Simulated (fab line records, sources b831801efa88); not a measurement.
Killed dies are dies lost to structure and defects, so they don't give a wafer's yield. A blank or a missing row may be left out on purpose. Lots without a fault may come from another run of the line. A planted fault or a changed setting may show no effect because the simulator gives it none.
Which tool did it? | flow gf180mcu | 11 lots, 31 wafers sampled, at 5 steps of a route of 602

WHAT THE GAUGES READ, wafer by wafer
GF_M4_OVL_MEAS_15. Usual: M4_OVL 2 nm, standard deviation 5.5.
lot  | measured     | on         | M4_OVL (nm) | flag
L283 | day 23 09:56 | overlay-01 | 0 0 7       |
L288 | day 25 01:44 | overlay-02 | 8 2 3       |
L289 | day 25 11:56 | overlay-02 | -2 -1 -2    |
L290 | day 25 20:32 | overlay-01 | -4 -7 -2    |
L291 | day 26 07:23 | overlay-02 | 9 9 6       |
L294 | day 27 02:50 | overlay-02 | 5           |
L296 | day 27 18:03 | overlay-01 | 6 2 2       |
L297 | day 28 02:41 | overlay-01 | 10 4 1      |
L302 | day 29 08:56 | overlay-01 | -1 -10 -13  |
L303 | day 29 14:41 | overlay-01 | 6 0 7       |
L305 | day 30 06:56 | overlay-01 | -3 2 -1     |

GF_MIM_RS_MEAS_10: measures by four-point-probe. Usual: MIM_ALCU_RS 0.1594 ohm/sq, standard deviation 0.0019.
lot  | measured     | on            | MIM_ALCU_RS (ohm/sq) | flag
L283 | day 24 11:59 | film_metro-04 | 0.1610 0.1598 0.1589 |
L288 | day 26 02:46 | film_metro-01 | 0.1630 0.1619 0.1621 |
L289 | day 26 11:53 | film_metro-03 | 0.1594 0.1595 0.1594 |
L290 | day 26 20:31 | film_metro-04 | 0.1601 0.1583 0.1602 |
L291 | day 27 07:20 | film_metro-04 | 0.1587 0.1576 0.1584 |
L294 | day 28 02:20 | film_metro-04 | 0.1758               | OFF
L296 | day 28 17:32 | film_metro-03 | 0.1596 0.1589 0.1592 |
L297 | day 29 01:17 | film_metro-01 | 0.1624 0.1604 0.1633 |
L302 | day 30 07:08 | film_metro-04 | 0.1611 0.1602 0.1613 |
L303 | day 30 12:03 | film_metro-01 | 0.1621 0.1631 0.1621 |
L305 | day 31 04:26 | film_metro-04 | 0.1606 0.1618 0.1606 |

GF_MIM_THK_MEAS_11: measures by xrf. Usual: MIM_ALCU_THK 200 nm, standard deviation 3.
lot  | measured     | on            | MIM_ALCU_THK (nm) | flag
L283 | day 24 12:05 | film_metro-04 | 200 200 202       |
L288 | day 26 02:53 | film_metro-01 | 194 195 196       |
L289 | day 26 11:59 | film_metro-03 | 202 202 201       |
L290 | day 26 20:38 | film_metro-04 | 200 202 199       |
L291 | day 27 07:26 | film_metro-04 | 202 203 202       |
L294 | day 28 02:28 | film_metro-04 | 181               | OFF
L296 | day 28 17:40 | film_metro-03 | 199 202 201       |
L297 | day 29 01:25 | film_metro-01 | 195 197 194       |
L302 | day 30 07:15 | film_metro-04 | 198 202 199       |
L303 | day 30 12:10 | film_metro-01 | 195 194 194       |
L305 | day 31 04:32 | film_metro-04 | 199 197 201       |

WHICH TOOL RAN EACH LOT (tool, then ch and the chambers of the sampled wafers, then the start)
lot  | GF_MIM_SPUTTER_01            | GF_MIM_SPUTTER_08
L283 | pvd_sputter-02, day 24 11:38 | pvd_sputter-04, day 24 11:54
L288 | pvd_sputter-02, day 26 02:26 | pvd_sputter-01, day 26 02:42
L289 | pvd_sputter-04, day 26 11:32 | pvd_sputter-01, day 26 11:48
L290 | pvd_sputter-04, day 26 20:10 | pvd_sputter-02, day 26 20:26
L291 | pvd_sputter-04, day 27 06:58 | pvd_sputter-02, day 27 07:14
L294 | pvd_sputter-04, day 28 02:01 | pvd_sputter-02, day 28 02:17
L296 | pvd_sputter-02, day 28 17:14 | pvd_sputter-04, day 28 17:29
L297 | pvd_sputter-04, day 29 00:59 | pvd_sputter-01, day 29 01:14
L302 | pvd_sputter-02, day 30 06:49 | pvd_sputter-01, day 30 07:05
L303 | pvd_sputter-04, day 30 11:43 | pvd_sputter-01, day 30 11:59
L305 | pvd_sputter-02, day 31 04:05 | pvd_sputter-04, day 31 04:20
- GF_MIM_SPUTTER_01: material TiN, target thk 30 nm, time 25 s.
- GF_MIM_SPUTTER_08: material AlCu, target thk 200 nm, time 10.6 s.

WHAT THE TOOLS THEMSELVES READ (means of the sampled wafers that have a number; where no wafer has one, the mark that the record gives instead)
GF_MIM_SPUTTER_01. Usual: throttle_valve_pct 30.2 %, standard deviation 1.5.
lot  | tool           | throttle_valve_pct (%) | flag
L283 | pvd_sputter-02 | 31.0                   |
L288 | pvd_sputter-02 | 29.6                   |
L289 | pvd_sputter-04 | 30.6                   |
L290 | pvd_sputter-04 | 30.5                   |
L291 | pvd_sputter-04 | 30.5                   |
L294 | pvd_sputter-04 | 30.3                   |
L296 | pvd_sputter-02 | 29.5                   |
L297 | pvd_sputter-04 | 30.9                   |
L302 | pvd_sputter-02 | 30.9                   |
L303 | pvd_sputter-04 | 31.1                   |
L305 | pvd_sputter-02 | 29.4                   |

GF_MIM_SPUTTER_08. Usual: throttle_valve_pct 29.8 %, standard deviation 1.5.
lot  | tool           | throttle_valve_pct (%) | flag
L283 | pvd_sputter-04 | 31.3                   |
L288 | pvd_sputter-01 | 29.5                   |
L289 | pvd_sputter-01 | 29.4                   |
L290 | pvd_sputter-02 | 29.6                   |
L291 | pvd_sputter-02 | 29.9                   |
L294 | pvd_sputter-02 | 27.2                   |
L296 | pvd_sputter-04 | 29.9                   |
L297 | pvd_sputter-01 | 29.1                   |
L302 | pvd_sputter-01 | 29.8                   |
L303 | pvd_sputter-01 | 29.2                   |
L305 | pvd_sputter-04 | 31.3                   |

THE ANSWER, worked out from the rows above alone
Rule: a lot is off if the mean of its wafers that have a number lies more than 3 standard deviations from the usual mean. A lot without any number at a reading at which 4 lots or more have one is off too. The other lots that the step has rows for count as sound. The gauges are gone through in route order, then the tools' own readings, and for those a lot's mean is taken as printed above. The first step at which some lot is off is used, and at that step the reading that is off furthest; a lot without a number counts as furthest.
Off: L294, at GF_MIM_RS_MEAS_10 (MIM_ALCU_RS).
A tool fits if, at a process step before that reading, it ran every lot that is off, and no sound lot after the first of them. The gauges at GF_MIM_RS_MEAS_10 are tried like those tools. One fits: pvd_sputter-02 at GF_MIM_SPUTTER_08. Its last sound lot is L291 (day 27 07:14), its first lot that is off L294 (day 28 02:17): a fault that began between those two fits.

WHAT THE SIMULATOR HAD PUT IN
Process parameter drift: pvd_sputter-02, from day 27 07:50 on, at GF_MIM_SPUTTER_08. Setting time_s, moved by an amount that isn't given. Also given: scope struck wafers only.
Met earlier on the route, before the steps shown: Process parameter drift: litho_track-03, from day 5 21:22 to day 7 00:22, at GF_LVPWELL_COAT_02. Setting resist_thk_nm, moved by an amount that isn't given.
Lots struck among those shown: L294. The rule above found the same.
